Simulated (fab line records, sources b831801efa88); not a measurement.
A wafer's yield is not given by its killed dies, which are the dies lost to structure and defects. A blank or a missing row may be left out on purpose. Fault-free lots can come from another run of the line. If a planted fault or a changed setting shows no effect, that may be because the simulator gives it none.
What tool caused it? + flow gf180mcu + Sampling: 13 lots, 39 wafers, 3 of 602 route steps

== WHAT THE GAUGES SHOWED, per wafer ==
GF_MVSD_TW_MEAS_11. Usual: MVSD_TW typically reads 1568, with standard deviation 9.3.
| lot  | measured     | on           | MVSD_TW        | flag |
|------|--------------|--------------|----------------|------|
| L692 | day 4 16:48  | filmMetro-04 | 1568 1569 1570 |      |
| L694 | day 5 07:10  | filmMetro-04 | 1551 1562 1555 |      |
| L695 | day 5 12:58  | filmMetro-04 | 1567 1551 1554 |      |
| L696 | day 5 19:07  | filmMetro-02 | 1568 1559 1554 |      |
| L697 | day 5 22:41  | filmMetro-02 | 1559 1547 1564 |      |
| L699 | day 6 12:52  | filmMetro-04 | 1577 1582 1572 |      |
| L700 | day 6 18:10  | filmMetro-03 | 1578 1587 1581 |      |
| L701 | day 7 01:08  | filmMetro-03 | 1576 1572 1572 |      |
| L708 | day 8 16:09  | filmMetro-04 | 1478 1485 1484 | OFF  |
| L711 | day 9 10:37  | filmMetro-04 | 1481 1487 1489 | OFF  |
| L712 | day 9 17:34  | filmMetro-04 | 1568 1565 1568 |      |
| L714 | day 10 06:46 | filmMetro-04 | 1572 1573 1568 |      |
| L715 | day 10 11:26 | filmMetro-02 | 1574 1562 1560 |      |

GF_VT_IMPLANT_RS_MEAS_46: measures by four-point-probe. Usual: MVSD_RS typically reads 456.0 ohm/sq, with standard deviation 1.1.
| lot  | measured     | on           | MVSD_RS (ohm/sq)  | flag |
|------|--------------|--------------|-------------------|------|
| L692 | day 8 07:47  | filmMetro-02 | 456.3 456.9 456.7 |      |
| L694 | day 8 22:55  | filmMetro-04 | 454.9 456.6 456.0 |      |
| L695 | day 9 07:04  | filmMetro-03 | 455.3 455.4 453.9 |      |
| L696 | day 9 13:49  | filmMetro-04 | 457.4 455.2 457.7 |      |
| L697 | day 9 19:16  | filmMetro-04 | 455.3 456.4 456.4 |      |
| L699 | day 10 10:37 | filmMetro-04 | 456.7 456.5 454.3 |      |
| L700 | day 10 18:17 | filmMetro-04 | 458.6 457.8 457.7 |      |
| L701 | day 11 01:35 | filmMetro-03 | 456.4 456.3 456.7 |      |
| L708 | day 12 23:02 | filmMetro-04 | 507.0 507.3 508.3 | OFF  |
| L711 | day 13 18:05 | filmMetro-02 | 505.5 504.9 506.0 | OFF  |
| L712 | day 14 01:46 | filmMetro-03 | 457.1 455.9 455.2 |      |
| L714 | day 14 16:08 | filmMetro-02 | 454.9 456.0 457.1 |      |
| L715 | day 14 22:09 | filmMetro-04 | 454.6 456.2 455.6 |      |

== WHAT TOOL EACH LOT RAN ON (gives the tool, then ch and the chambers of the sampled wafers, and finally the start) ==
| lot  | GF_MVSD_IMPLANT_08              |
|------|---------------------------------|
| L692 | implanter-02 ch 0, day 4 16:25  |
| L694 | implanter-02 ch 0, day 5 06:46  |
| L695 | implanter-03 ch 0, day 5 12:34  |
| L696 | implanter-04 ch 0, day 5 18:43  |
| L697 | implanter-04 ch 0, day 5 22:17  |
| L699 | implanter-04 ch 0, day 6 12:28  |
| L700 | implanter-02 ch 0, day 6 17:47  |
| L701 | implanter-02 ch 0, day 7 00:44  |
| L708 | implanter-02 ch 0, day 8 15:47  |
| L711 | implanter-02 ch 0, day 9 10:13  |
| L712 | implanter-04 ch 0, day 9 17:10  |
| L714 | implanter-03 ch 0, day 10 06:22 |
| L715 | implanter-03 ch 0, day 10 11:04 |
- GF_MVSD_IMPLANT_08

== WHAT THE TOOLS THEMSELVES READ (means of the sampled wafers that have a number; where no wafer has one, the mark that the record gives instead) ==
GF_MVSD_IMPLANT_08. Usual: beamEnergyKeV 403.71, standard deviation 0.12; doseIonsCm2 1.6002e+13, standard deviation 1.9e+10; faradayCurrentUA 90.4, standard deviation 1.9.
| lot  | tool         | beamEnergyKeV | doseIonsCm2 | faradayCurrentUA | flag |
|------|--------------|---------------|-------------|------------------|------|
| L692 | implanter-02 | 403.65        | 1.5986e+13  | 91.6             |      |
| L694 | implanter-02 | 403.73        | 1.6007e+13  | 90.1             |      |
| L695 | implanter-03 | 403.66        | 1.5990e+13  | 91.1             |      |
| L696 | implanter-04 | 403.83        | 1.6012e+13  | 90.4             |      |
| L697 | implanter-04 | 403.62        | 1.5989e+13  | 90.7             |      |
| L699 | implanter-04 | 403.85        | 1.5997e+13  | 90.8             |      |
| L700 | implanter-02 | 403.70        | 1.6028e+13  | 89.0             |      |
| L701 | implanter-02 | 403.49        | 1.6034e+13  | 90.5             |      |
| L708 | implanter-02 | 403.71        | 1.3040e+13  | 74.0             | OFF  |
| L711 | implanter-02 | 403.84        | 1.3009e+13  | 72.8             | OFF  |
| L712 | implanter-04 | 403.69        | 1.6008e+13  | 90.4             |      |
| L714 | implanter-03 | 403.67        | 1.6000e+13  | 91.5             |      |
| L715 | implanter-03 | 403.81        | 1.6017e+13  | 89.8             |      |

== THE ANSWER, worked out from the rows above alone ==
Rule: take the mean of a lot's wafers that have a number; if it is more than 3 standard deviations from the usual mean, the lot is off. Also off: a lot with no number at a reading for which 4 or more lots have one. All remaining lots with rows at the step are treated as sound. First the gauges in route order, then the tools' own readings, where a lot's mean is used as printed above. The first step at which some lot is off is used, and at that step the reading that is off furthest; a lot without a number counts as furthest.
Off: L708, L711, at GF_MVSD_TW_MEAS_11 (MVSD_TW).
A tool fits if, at a process step before that reading, it ran every lot that is off, and no sound lot after the first of them. Not tried: the gauges at GF_MVSD_TW_MEAS_11; whatever is off there is also off at GF_MVSD_IMPLANT_08, on other tools, and gauge error can't account for it. One candidate fits, namely implanter-02 at GF_MVSD_IMPLANT_08. A fault onset in the window from L701 (day 7 00:44, its last sound lot) to L708 (day 8 15:47, its first lot off) fits.
The tool's own readings at GF_MVSD_IMPLANT_08 bear it out: on the lots that are off they differ by more than 5 times the standard deviation of the sound lots' means. doseIonsCm2 reads 1.3024e+13 there against 1.6006e+13 on the sound lots; faradayCurrentUA reads 73.4 there against 90.5 on the sound lots.

== WHAT THE SIMULATOR PUT IN ==
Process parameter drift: implanter-02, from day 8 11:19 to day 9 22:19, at GF_MVSD_IMPLANT_08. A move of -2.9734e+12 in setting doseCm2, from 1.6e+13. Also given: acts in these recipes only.
Lots struck among those shown: L708, L711. The rule given above showed the same thing.
